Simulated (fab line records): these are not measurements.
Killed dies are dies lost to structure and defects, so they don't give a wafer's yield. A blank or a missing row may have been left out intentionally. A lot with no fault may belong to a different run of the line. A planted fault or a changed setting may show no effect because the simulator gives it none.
Chamber matching    flow sky130    4 sister chambers for SKY_VIA1_CMP_24 on cmp-02
The step polishes, stops on SiO2, t overpolish 15 s, target thk 0 nm. 4 wafers are shown with their chamber, then 8 later ones without.

WAFERS PAIRED WITH THEIR CHAMBERS
wafer   chamber  motor_current_A (A)
L081.5  0        12.4
L082.1  3        9.7
L082.5  1        10.2
L088.3  2        12.6

WAFERS WITHOUT THEIR CHAMBER
wafer   motor_current_A (A)
L088.5  12.0
L088.6  9.8
L096.1  12.3
L096.3  9.9
L096.4  9.7
L097.1  9.6
L097.2  11.5
L097.5  9.7

EACH ONE'S CHAMBER
wafer   from the rows above           in truth
L088.5  can't be placed: 0 or 2       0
L088.6  can't be placed: 3 or 1       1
L096.1  can't be placed: 0 or 2       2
L096.3  can't be placed: 3 or 1       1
L096.4  can't be placed: 3 or 1       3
L097.1  can't be placed: 3 or 1       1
L097.2  can't be placed: 0 or 2 or 1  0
L097.5  can't be placed: 3 or 1       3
Correctly placed: 0 of 8. Unplaceable from these rows: 8, with the true chamber sitting among the candidates in 8. Number placed wrongly: 0.
How it was worked out, from the rows above alone: a wafer's distance from a chamber is the root of the sum, over the readings, of the square of ((its reading less the chamber's mean) divided by the reading's scatter). If the next closest chamber is less than 2 further off than the closest, the wafer can't be placed; otherwise it belongs to the closest. Each chamber's mean is taken over the wafers shown for it. The scatter (one wafer shown for each chamber): square how far every hidden wafer sits from the nearest shown wafer, average those squares and take the square root.
